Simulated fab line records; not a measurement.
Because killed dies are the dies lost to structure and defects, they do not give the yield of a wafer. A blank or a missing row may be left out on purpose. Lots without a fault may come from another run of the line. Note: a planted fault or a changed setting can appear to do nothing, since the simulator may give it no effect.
Split-lot trial ; flow sfq-line ; on a route of 325 steps: 5 lots, 23 wafers read

== THE SPLIT ==
At SFQ_TRILAYER_M8_DEP_EVAP_197 (material Ti, target thk 20 nm, time 100 s), the setting time-s was moved away from the recipe's 100 s on 8 of the 23 wafers read, by -13.9% to +6.3%. All remaining wafers had this setting at the recipe value.

Reading taken at the split's own step.

== THE READING ==
Ti_of_TRILAYER_M8_DEP_EVAP_197.thk-nm (the simulator's own value, which no gauge read), in nm, at SFQ_TRILAYER_M8_DEP_EVAP_197 (material Ti, target thk 20 nm, time 100 s). The file does not state a usual value for it. Across the 15 wafers here that went through the recipe, the average is 20.21 nm and the standard deviation 0.21 nm.

wafer;tool, chamber at the split;time-s as run, s;against the recipe;Ti_of_TRILAYER_M8_DEP_EVAP_197.thk-nm, nm;against lot-mates on the recipe
L074.1;pvd-sputter-02, -;100;recipe;20.23;-
L074.2;pvd-sputter-02, -;100;recipe;20.3;-
L074.3;pvd-sputter-02, -;100;recipe;20.49;-
L074.4;pvd-sputter-02, -;100;recipe;20.16;-
L074.5;pvd-sputter-02, -;100;recipe;20.5;-
L077.1;pvd-sputter-01, -;106.3;+6.3%;21.64;+1.51
L077.2;pvd-sputter-01, -;106.3;+6.3%;21.34;+1.21
L077.3;pvd-sputter-01, -;106.3;+6.3%;21.52;+1.39
L077.4;pvd-sputter-01, -;100;recipe;19.97;-
L077.5;pvd-sputter-01, -;100;recipe;20.3;-
L078.2;pvd-sputter-02, -;100;recipe;20.32;-
L078.3;pvd-sputter-02, -;100;recipe;20.27;-
L078.4;pvd-sputter-02, -;86.13;-13.9%;17.3;-2.89
L078.5;pvd-sputter-02, -;100;recipe;19.99;-
L078.6;pvd-sputter-02, -;86.13;-13.9%;17.25;-2.94
L079.1;pvd-sputter-01, -;89.65;-10.3%;17.85;-2.46
L079.2;pvd-sputter-01, -;100;recipe;20.16;-
L079.3;pvd-sputter-01, -;89.65;-10.3%;18.17;-2.14
L079.5;pvd-sputter-01, -;100;recipe;20.46;-
L079.6;pvd-sputter-01, -;89.65;-10.3%;17.58;-2.73
L081.1;pvd-sputter-01, -;100;recipe;19.68;-
L081.4;pvd-sputter-01, -;100;recipe;20.06;-
L081.6;pvd-sputter-01, -;100;recipe;20.19;-

THE FIT
A straight line over all 23 wafers: Ti_of_TRILAYER_M8_DEP_EVAP_197.thk-nm changes by +0.215 nm for each +1% of time-s; r = +0.99; the points scatter about the line by 0.21 nm.
The same after taking each lot's own level away (the mean of its wafers on the recipe; 23 wafers): +0.221 nm for each +1%; r = +0.99; scatter 0.19 nm.
The reading moves by 3.1 nm for the largest change in time-s, on that fit.
The lots' own levels span 19.977 to 20.336 nm, that is 1.7 times the standard deviation above.
The two slopes are in agreement: the lot-to-lot level therefore moves the slope only a little.
Check: for one of the wafers moved furthest among these (-13.9%), held out of the fit, the line's prediction against its lot-mates is -3.13 nm. It came out at -2.89 nm against them.

== OTHER SPLITS APPLIED TO THESE WAFERS ==
Before the reading, these wafers also passed through other splits. Each is held against what the fit with the lots' levels taken away leaves over:
other split on the same wafers;wafers away from the commonest value;r with Ti_of_TRILAYER_M8_DEP_EVAP_197.thk-nm (lot level and that fit taken away)
SFQ_TRILAYER_R5_BARC_OPEN_METAL_ETCH_177 time-s;11;-0.25
SFQ_TRILAYER_I5_LITHO_COAT_144 resist-thk-nm;10;+0.10
SFQ_TRILAYER_C5_LITHO_PEB_154 peb-temp-c;11;-0.23
SFQ_TRILAYER_I6_CMP_CMP_166 leave-above-ref-nm;10;-0.07
SFQ_TRILAYER_I6_VIA_BARC_OPEN_VIA_ETCH_235 bias-w;10;+0.34
SFQ_TRILAYER_M7_LITHO_COAT_182 spin-rpm;10;-0.07
SFQ_TRILAYER_I7_DEP_PECVD_183 time-s;12;-0.28
SFQ_TRILAYER_I7_VIA_LITHO_PEB_190 peb-temp-c;11;+0.12
SFQ_TRILAYER_M8_LITHO_COAT_193 resist-thk-nm;8;-0.06

== FILE'S OWN FIT ==
Ti_of_TRILAYER_M8_DEP_EVAP_197.thk-nm changes by +0.219 nm for each +1% of time-s, r = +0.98.
